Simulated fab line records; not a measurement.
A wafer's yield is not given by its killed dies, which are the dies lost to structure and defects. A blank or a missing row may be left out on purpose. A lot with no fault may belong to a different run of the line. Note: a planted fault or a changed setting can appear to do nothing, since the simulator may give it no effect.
Check for tools in common | flow sky130 | Sampled: 12 lots, 36 wafers

== WHY THIS WAS OPENED ==
Of 12 lots, 3 have the reading VIA4_W_RS flagged at SKY_VIA4_RS_MEAS_19. No-fault wafers: 0.2275 ohm/sq, standard deviation 0.0022.
Rule: flag the lot when none of its wafers has a number, or when each of its wafers that has one lies beyond 4 standard deviations from that mean. The rest of the lots are taken to be sound.

lot  | measured     | on            | VIA4_W_RS (ohm/sq), wafer by wafer | flag
L530 | day 42 11:11 | film metro-04 | 0.2283 0.2313 0.2291               |
L531 | day 43 00:47 | film metro-03 | 0.2299 0.2311 0.2320               |
L532 | day 43 14:12 | film metro-03 | 0.2288 0.2232 0.2260               |
L534 | day 44 01:23 | film metro-04 | 0.2252 0.2267 0.2277               |
L536 | day 44 16:41 | film metro-04 | 0.2259 0.2291 0.2276               |
L537 | day 44 19:30 | film metro-04 | 0.2274 0.2248 0.2267               |
L539 | day 45 07:52 | film metro-02 | 0.2296 0.2267 0.2297               |
L541 | day 46 01:16 | film metro-04 | 0.1133 0.1144 0.1136               | FLAGGED
L547 | day 47 06:31 | film metro-03 | 0.1126 0.1122 0.1122               | FLAGGED
L550 | day 48 01:45 | film metro-02 | 0.1132 0.1132 0.1147               | FLAGGED
L552 | day 48 18:04 | film metro-03 | 0.2264 0.2254 0.2261               |
L553 | day 49 00:23 | film metro-04 | 0.2264 0.2260 0.2287               |
The numbers of the flagged lots are 0.1133 ohm/sq on average: -0.1142 ohm/sq against the usual, or -52 standard deviations.

== WHICH TOOL EACH LOT WENT THROUGH ==
The record holds 1 process step before the reading, out of a route of 708 steps. Cell contents, in order: the tool; ch with the chambers the sampled wafers went through; the start.
lot  | flag    | SKY_VIA4_CVD_18
L530 |         | cvd w-02 ch 0,1, day 42 11:00
L531 |         | cvd w-01 ch 0,1, day 43 00:38
L532 |         | cvd w-02 ch 0,1, day 43 14:01
L534 |         | cvd w-01 ch 1, day 44 01:14
L536 |         | cvd w-01 ch 0,1, day 44 16:32
L537 |         | cvd w-01 ch 0,1, day 44 19:20
L539 |         | cvd w-02 ch 0,1, day 45 07:44
L541 | FLAGGED | cvd w-02 ch 0,1, day 46 00:45
L547 | FLAGGED | cvd w-02 ch 0,1, day 47 05:56
L550 | FLAGGED | cvd w-01 ch 0,1, day 48 01:17
L552 |         | cvd w-01 ch 0,1, day 48 17:55
L553 |         | cvd w-01 ch 0,1, day 49 00:13
What the steps here do:
- SKY_VIA4_CVD_18: deposits W, target thk 505 nm, time 152.14 s.
- SKY_VIA4_RS_MEAS_19: measures by four-point-probe.

== FLAGGED OVER TOTAL, TOOL BY TOOL (the gauges that took the reading come last) ==
step                | tool          | lots run | flagged | share of the flagged lots | sound lots run after its first flagged lot
SKY_VIA4_CVD_18     | cvd w-01      | 7        | 1       | some                      | 2 (L552,L553)
SKY_VIA4_CVD_18     | cvd w-02      | 5        | 2       | some                      | 0
SKY_VIA4_RS_MEAS_19 | film metro-02 | 2        | 1       | some                      | 0
SKY_VIA4_RS_MEAS_19 | film metro-03 | 4        | 1       | some                      | 1 (L552)
SKY_VIA4_RS_MEAS_19 | film metro-04 | 6        | 1       | some                      | 1 (L553)

== WHAT THE TABLE ALLOWS ==
No row of the table ran every flagged lot.

== WHAT WAS PUT IN BY THE SIMULATOR ==
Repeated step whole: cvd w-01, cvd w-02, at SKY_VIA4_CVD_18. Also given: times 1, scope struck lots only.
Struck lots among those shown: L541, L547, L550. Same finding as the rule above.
